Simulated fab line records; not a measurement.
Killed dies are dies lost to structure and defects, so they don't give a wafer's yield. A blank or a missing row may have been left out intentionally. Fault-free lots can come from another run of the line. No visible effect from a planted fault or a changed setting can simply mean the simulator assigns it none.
Struck lot and sound lot, side by side | flow sky130 | 15 steps out of a route of 708
Sound: the wafers L677.1, L677.5, L677.6. Struck: wafers L689.1, L689.2, L689.3. Last of all comes the cause.
Per side, at each step with rows, come the tool, then ch with its chambers, and then its first start. Under that, the readings that differ: sound wafers | struck wafers | difference of the means | sigmas: that difference in standard deviations of wafers without a fault.
alike: same words and numbers on both sides, and readings whose means sit less than 2 such deviations apart. not compared: any withheld reading, any reading some wafer has no value for, any bound like >300 that may hide the same value, and any number with overlapping values for which the record gives no deviation.
A row with sigmas, a row that says differs or no value, or rows on one side alone: a step with any of these is where the two part. Non-overlapping numbers with no deviation appear without sigmas and do not part them. A reading that every wafer of one side lacks parts them only if that side has two wafers or more.

SKY_VIA1_ETCH_14: etches BARC in N2/H2, stops on SiO2, time 45.9 s, target depth 60 nm.
  sound on rie diel-03 ch 0,1,2, day 35 23:14; struck on rie diel-02 ch 0,2,3, day 39 12:07
  alike: drypump motor current A, n2 flow sccm, oes product au, rf fwd power W, throttle valve pct
  not compared: rf hours counter h
then, 6 steps without rows for these wafers: SKY_VIA1_ETCH_15 (etches SiO2 in C4F8/O2/Ar, stops on TiN, target depth 351 nm, time 54 s); SKY_VIA1_STRIP_16 (strips in O2/N2); SKY_VIA1_STRIP_17 (strips in post etch residue remover, time 1200 s); SKY_VIA1_CLEAN_18 (cleans in IPA, time 180 s); SKY_VIA1_CLEAN_19 (cleans in O3/DIW); SKY_VIA1_SPUTTER_20 (material TiN, target thk 20 nm, time 80 s).
SKY_VIA1_CVD_21: deposits W, target thk 270 nm, time 80.902 s.
  sound on cvd w-01 ch 0,1, day 36 00:01; struck on cvd w-01 ch 0,1, day 39 12:55
  alike: heater power w
SKY_VIA1_RS_MEAS_22: measurement is done with a four-point probe.
  struck on film metro-01, day 39 13:01; sound on film metro-04, day 36 00:07
  alike: VIA1_W_RS
SKY_VIA1_THK_MEAS_23: measures by xrf.
  struck on film metro-01, day 39 13:08; sound on film metro-04, day 36 00:14
  alike: VIA1_W_THK
SKY_VIA1_CMP_24: polishes, stops on SiO2, t overpolish 15 s, target thk 0 nm.
  sound on cmp-01 ch 2,3, day 36 00:17; struck on cmp-02 ch 0,1,2, day 39 13:11
  alike: motor current A, overpolish run s, platen rpm, retaining ring pressure frac, time to endpoint s
SKY_METAL2_SPUTTER_00: material Ti, target thk 15 nm, time 10 s.
  struck on pvd sputter-02, day 39 13:29; sound on pvd sputter-04, day 36 00:35
  alike: cathode dc power W, chamber pressure pa, throttle valve pct
SKY_METAL2_SPUTTER_01: material TiN, target thk 20 nm, time 16.7 s.
  struck on pvd sputter-02, day 39 13:31; sound on pvd sputter-04, day 36 00:37
  no value came back on the struck wafers for cathode dc power W (W), chamber pressure pa (Pa), throttle valve pct (%); on the sound wafers cathode dc power W (W) reads 6500.6 6500.3 6498.5
SKY_METAL2_SPUTTER_02: material AlCu, target thk 250 nm, time 13.3 s.
  struck on pvd sputter-02, day 39 13:32; sound on pvd sputter-04, day 36 00:38
  alike: cathode dc power W, chamber pressure pa, throttle valve pct
-- the record jumps here: 10 days lie between the struck wafers' starts before and after (it left off in module METAL2 and takes up again in module PAD_OPEN, whose first step shown is number 708 of the route) --
SKY_PAD_OPEN_PROBE_99:
  struck on prober-01, day 49 22:26; sound on prober-01, day 47 06:26
  reading                      | sound                | struck              | difference | sigmas
  sort_bin_3_pad_short (%)     | 0.4 0.4 0.4          | 1.0 1.4 1.2         | +0.8       | +2
  model.etest.met2.line ohm um | 0.9052 0.9394 0.9384 | 1.011 1.039 1.017   | +0.095     |
  model.etest.met2.rs ohm sq   | 0.1268 0.128 0.1289  | 0.147 0.1472 0.1466 | +0.019     |
  alike: defect limited yield, killed_at_M0_to_M3, killed_at_M4_up, killed at contacts, killed at front end, killed at other, killed dies, killed open, killed short, sort_bin_5_function, sort_bin_6_memory, sort n pass, sort yield pct

== WHERE THEY PART ==
First at SKY_METAL2_SPUTTER_01; last, within this record, at SKY_PAD_OPEN_PROBE_99.

WHY: what had been put in by the simulator
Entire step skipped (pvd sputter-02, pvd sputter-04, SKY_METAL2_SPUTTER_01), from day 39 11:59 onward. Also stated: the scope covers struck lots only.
